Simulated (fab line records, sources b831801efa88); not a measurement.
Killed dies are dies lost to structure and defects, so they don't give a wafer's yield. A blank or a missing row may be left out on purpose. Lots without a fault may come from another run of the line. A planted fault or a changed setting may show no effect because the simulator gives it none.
Which tool did it? | flow sky130 | 24 lots, 72 wafers sampled, at 3 steps of a route of 708

WHAT THE GAUGES READ, wafer by wafer
SKY_LDD_N_TW_MEAS_17. Usual: LDD_N_TW 2570, standard deviation 24.
lot  | measured     | on            | LDD_N_TW       | flag
L074 | day 17 16:04 | film_metro-02 | 2543 2549 2535 |
L075 | day 17 21:28 | film_metro-02 | 2527 2542 2544 |
L076 | day 18 05:01 | film_metro-03 | 2610 2605 2604 |
L077 | day 20 10:09 | film_metro-03 | 2592 2596 2587 |
L078 | day 20 10:33 | film_metro-04 | 2579 2565 2585 |
L079 | day 20 06:32 | film_metro-03 | 2596 2604 2595 |
L080 | day 20 15:52 | film_metro-02 | 2552 2564 2566 |
L081 | day 20 14:34 | film_metro-03 | 2595 2597 2594 |
L082 | day 20 19:48 | film_metro-03 | 2598 2612 2593 |
L083 | day 22 11:23 | film_metro-04 | 2561 2576 2567 |
L084 | day 22 13:29 | film_metro-02 | 2552 2533 2548 |
L085 | day 22 14:38 | film_metro-03 | 2593 2587 2597 |
L086 | day 22 13:43 | film_metro-02 | 2552 2550 2541 |
L087 | day 22 16:29 | film_metro-03 | 2590 2611 2594 |
L088 | day 22 23:24 | film_metro-02 | 2538 2544 2541 |
L089 | day 22 22:30 | film_metro-04 | 2562 2564 2570 |
L090 | day 23 12:44 | film_metro-04 | 2569 2578 2560 |
L091 | day 23 16:54 | film_metro-02 | 2535 2546 2538 |
L092 | day 24 03:05 | film_metro-02 | 2557 2541 2552 |
L093 | day 24 19:36 | film_metro-02 | 2545 2563 2540 |
L094 | day 24 16:55 | film_metro-02 | 2546 2542 2547 |
L095 | day 24 21:08 | film_metro-03 | 2575 2585 2594 |
L096 | day 25 14:45 | film_metro-04 | 2573 2578 2579 |
L097 | day 25 15:47 | film_metro-04 | 2577 2558 2571 |

SKY_SD_N_RS_MEAS_17: measures by four-point-probe. Usual: SD_P_RS 147.4 ohm/sq, standard deviation 0.39.
lot  | measured     | on            | SD_P_RS (ohm/sq)  | flag
L074 | day 27 17:02 | film_metro-04 | 148.0 147.9 148.0 |
L075 | day 27 20:46 | film_metro-01 | 147.1 147.1 147.2 |
L076 | day 28 01:34 | film_metro-01 | 147.5 147.7 147.7 |
L077 | day 30 06:47 | film_metro-04 | 147.9 147.4 147.3 |
L078 | day 30 08:10 | film_metro-04 | 147.2 147.1 147.6 |
L079 | day 30 04:19 | film_metro-04 | 147.1 147.5 147.7 |
L080 | day 30 11:18 | film_metro-01 | 147.2 147.3 147.5 |
L081 | day 30 09:28 | film_metro-04 | 147.8 147.7 147.8 |
L082 | day 30 18:24 | film_metro-01 | 147.3 147.4 147.5 |
L083 | day 32 04:47 | film_metro-04 | 148.0 147.7 148.3 |
L084 | day 32 05:05 | film_metro-03 | 147.0 146.9 146.8 |
L085 | day 32 09:16 | film_metro-03 | 147.5 147.7 147.6 |
L086 | day 32 07:13 | film_metro-01 | 147.3 147.1 147.5 |
L087 | day 32 09:40 | film_metro-04 | 147.5 146.7 147.5 |
L088 | day 32 16:57 | film_metro-03 | 147.7 147.2 147.1 |
L089 | day 32 15:59 | film_metro-04 | 147.6 147.7 148.0 |
L090 | day 33 03:19 | film_metro-04 | 147.5 147.9 147.3 |
L091 | day 33 07:11 | film_metro-03 | 147.8 147.1 147.6 |
L092 | day 33 17:19 | film_metro-04 | 147.5 147.4 147.3 |
L093 | day 34 08:32 | film_metro-01 | 146.3 146.7 146.0 |
L094 | day 34 05:25 | film_metro-04 | 147.3 147.6 147.4 |
L095 | day 34 10:07 | film_metro-04 | 146.6 146.9 147.4 |
L096 | day 35 01:02 | film_metro-04 | 147.0 147.2 147.5 |
L097 | day 35 02:46 | film_metro-01 | 147.3 147.3 147.8 |

WHICH TOOL RAN EACH LOT (tool, then ch and the chambers of the sampled wafers, then the start)
lot  | SKY_NWELL_STRIP_25
L074 | plasma_asher-04 ch 0,1, day 5 05:07
L075 | plasma_asher-03 ch 0,1, day 5 13:17
L076 | plasma_asher-01 ch 0,1, day 5 18:08
L077 | plasma_asher-03 ch 0,1, day 6 04:24
L078 | plasma_asher-04 ch 0,1, day 6 11:42
L079 | plasma_asher-03 ch 0,1, day 6 17:45
L080 | plasma_asher-04 ch 0,1, day 6 22:36
L081 | plasma_asher-04 ch 0,1, day 7 04:36
L082 | plasma_asher-01 ch 0,1, day 7 12:01
L083 | plasma_asher-01 ch 0,1, day 7 15:44
L084 | plasma_asher-04 ch 0,1, day 7 22:53
L085 | plasma_asher-04 ch 0,1, day 8 02:57
L086 | plasma_asher-03 ch 0,1, day 8 09:44
L087 | plasma_asher-01 ch 0,1, day 8 16:36
L088 | plasma_asher-01 ch 0,1, day 8 22:27
L089 | plasma_asher-04 ch 0,1, day 9 02:15
L090 | plasma_asher-04 ch 0,1, day 9 09:39
L091 | plasma_asher-01 ch 0,1, day 9 17:43
L092 | plasma_asher-04 ch 0,1, day 10 01:15
L093 | plasma_asher-01 ch 0, day 10 07:05
L094 | plasma_asher-01 ch 0,1, day 10 10:38
L095 | plasma_asher-04 ch 0,1, day 10 15:09
L096 | plasma_asher-04 ch 0,1, day 10 22:58
L097 | plasma_asher-03 ch 0,1, day 11 06:13
- SKY_NWELL_STRIP_25: strips in O2/N2.

WHAT THE TOOLS THEMSELVES READ (means of the sampled wafers that have a number; where no wafer has one, the mark that the record gives instead)
SKY_NWELL_STRIP_25. Usual: drypump_motor_current_A 5.8 A, standard deviation 0.41; oes_product_au 0.722 a.u., standard deviation 0.0044; strip_time_to_endpoint_s 36.88 s, standard deviation 0.11.
lot  | tool            | drypump_motor_current_A (A) | oes_product_au (a.u.) | strip_time_to_endpoint_s (s) | flag
L074 | plasma_asher-04 | 5.5                         | 0.722                 | 36.89                        |
L075 | plasma_asher-03 | 6.2                         | 0.722                 | 36.94                        |
L076 | plasma_asher-01 | 5.6                         | 0.726                 | 37.05                        |
L077 | plasma_asher-03 | 6.0                         | 0.720                 | 36.86                        |
L078 | plasma_asher-04 | 5.5                         | 0.721                 | 36.83                        |
L079 | plasma_asher-03 | 6.0                         | 0.722                 | 36.87                        |
L080 | plasma_asher-04 | 5.9                         | 0.723                 | 36.83                        |
L081 | plasma_asher-04 | 5.5                         | 0.724                 | 36.88                        |
L082 | plasma_asher-01 | 5.6                         | 0.721                 | 36.88                        |
L083 | plasma_asher-01 | 5.8                         | 0.721                 | 36.91                        |
L084 | plasma_asher-04 | 5.5                         | 0.723                 | 36.88                        |
L085 | plasma_asher-04 | 5.9                         | 0.720                 | 37.06                        |
L086 | plasma_asher-03 | 6.2                         | 0.723                 | 36.82                        |
L087 | plasma_asher-01 | 5.6                         | 0.721                 | 36.87                        |
L088 | plasma_asher-01 | 5.6                         | 0.720                 | 36.98                        |
L089 | plasma_asher-04 | 5.5                         | 0.718                 | 37.13                        |
L090 | plasma_asher-04 | 5.8                         | 0.723                 | 36.78                        |
L091 | plasma_asher-01 | 5.7                         | 0.728                 | 36.82                        |
L092 | plasma_asher-04 | 5.5                         | 0.723                 | 36.95                        |
L093 | plasma_asher-01 | 5.9                         | 0.718                 | 36.69                        |
L094 | plasma_asher-01 | 5.6                         | 0.722                 | 36.93                        |
L095 | plasma_asher-04 | 5.5                         | 0.722                 | 36.81                        |
L096 | plasma_asher-04 | 5.9                         | 0.720                 | 36.82                        |
L097 | plasma_asher-03 | 6.0                         | 0.718                 | 36.79                        |

THE ANSWER, worked out from the rows above alone
Rule: a lot is off if the mean of its wafers that have a number lies more than 3 standard deviations from the usual mean. A lot without any number at a reading at which 4 lots or more have one is off too. The other lots that the step has rows for count as sound. The gauges are gone through in route order, then the tools' own readings, and for those a lot's mean is taken as printed above. The first step at which some lot is off is used, and at that step the reading that is off furthest; a lot without a number counts as furthest.
No lot is off at any reading shown: from this, nothing can be told.

WHAT THE SIMULATOR HAD PUT IN
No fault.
